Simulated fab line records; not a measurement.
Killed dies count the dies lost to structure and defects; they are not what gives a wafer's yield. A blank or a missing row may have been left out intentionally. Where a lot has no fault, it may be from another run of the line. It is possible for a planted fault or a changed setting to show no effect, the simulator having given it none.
Comparing a struck lot with a sound one    flow sfq-line    14 out of 325 route steps
Sound: wafers L546.1, L546.5, L546.6. Wafers L553.2, L553.5, L553.6 were the ones struck. The cause is given at the end.
Per side, at each step with rows, come the tool, then ch with its chambers, and then its first start. Under that, the readings that differ: sound wafers    struck wafers    difference of the means    sigmas: that difference in standard deviations of wafers without a fault.
alike: readings with means less than 2 such deviations apart, plus words and numbers identical on both sides. not compared: withheld readings, readings lacking a value on some wafer, bounds such as >300 that could conceal the same value, and numbers that have no deviation in the record and whose values overlap.
A row with sigmas, a row that says differs or no value, or rows on one side alone: a step with any of these is where the two part. Numbers that don't overlap but have no deviation are shown without sigmas and don't part them. Lack of a reading on every wafer of one side parts them only where that side has two or more wafers.

SFQ_INCOMING_BOW_MEAS_900:
  struck on film-metro-04, day 3 02:01; sound on film-metro-02, day 1 15:00
  alike: INCOMING_BOW
then, 1 step without rows for these wafers: SFQ_TRILAYER_INCOMING_OXIDATION_002 (target thk 500 nm, ox time 4939 s).
SFQ_TRILAYER_L0_DEP_SPUTTER_003: material MoNx KI, target thk 40 nm, time 100 s.
  struck on pvd-sputter-04, day 3 04:29; sound on pvd-sputter-04, day 1 17:29
  alike: throttle-valve-pct
SFQ_L0_RS_MEAS_901: uses a four-point probe to measure.
  struck on film-metro-02, day 3 04:35; sound on film-metro-02, day 1 17:34
  alike: L0_MONX_KI_RS
SFQ_L0_THK_MEAS_902: measures by xrf.
  struck on film-metro-02, day 3 04:41; sound on film-metro-02, day 1 17:41
  alike: L0_MONX_KI_THK
then, 6 steps without rows for these wafers: SFQ_TRILAYER_L0_LITHO_COAT_010 (resist thk 62 nm); SFQ_TRILAYER_L0_LITHO_COAT_005 (resist thk 600 nm); SFQ_TRILAYER_L0_LITHO_SOFTBAKE_009; SFQ_TRILAYER_L0_LITHO_EXPOSE_006 (exposes mask L0, target cd 2000 nm); SFQ_TRILAYER_L0_LITHO_PEB_008 (peb time 60 s); SFQ_TRILAYER_L0_LITHO_DEVELOP_007 (time 60 s).
-- the record jumps here: 3 days lie between the struck wafers' starts before and after --
SFQ_TRILAYER_L0_BARC_OPEN_METAL_ETCH_010: etches BARC in O2, target depth 125 nm, time 41.7 s.
  sound on rie-metal-02 ch 0,1, day 4 10:58; struck on rie-metal-04 ch 0,1, day 6 06:55
reading                                              sound              struck             difference  sigmas
oes-product-au (a.u.)                                0.686 0.687 0.679  0.806 0.816 0.818  +0.129      +27
run-length-s (s)                                     69.1 69.0 70.9     60.0 59.7 60.2     -9.7        -10
time-s (s)                                           41.7 41.7 41.7     29.19 29.19 29.19  -12.51      
model.KrF_of_TRILAYER_L0_LITHO_COAT_005.thk-nm (nm)  526.5 523.7 524.9  535.5 535.8 534.3  +10.2       
  alike: drypump-motor-current-A
  not compared: rf-hours-counter-h
SFQ_TRILAYER_L0_ETCH_METAL_ETCH_008: etches MoNx KI in SF6/O2, stops on SiO2, target depth 50 nm, time 25 s.
  sound on rie-metal-02 ch 0,1, day 4 11:02; struck on rie-metal-04 ch 0,1, day 6 06:59
reading                                              sound            struck           difference  sigmas
model.KrF_of_TRILAYER_L0_LITHO_COAT_005.thk-nm (nm)  485 482.5 483.7  493.3 493 491.5  +8.9        
  alike: drypump-motor-current-A, oes-product-au, run-length-s, time-s
  not compared: rf-hours-counter-h
SFQ_TRILAYER_L0_STRIP_STRIP_009: strips in O2.
  sound on rie-metal-02 ch 0,1, day 4 11:05; struck on rie-metal-04 ch 0,1, day 6 07:02
  alike: drypump-motor-current-A, oes-product-au
  not compared: rf-hours-counter-h

WHERE THEY PART
Only at SFQ_TRILAYER_L0_BARC_OPEN_METAL_ETCH_010, as far as this record shows. Later steps at which nothing parts them and some readings are alike: SFQ_TRILAYER_L0_ETCH_METAL_ETCH_008, SFQ_TRILAYER_L0_STRIP_STRIP_009.

WHY: what the simulator had put in
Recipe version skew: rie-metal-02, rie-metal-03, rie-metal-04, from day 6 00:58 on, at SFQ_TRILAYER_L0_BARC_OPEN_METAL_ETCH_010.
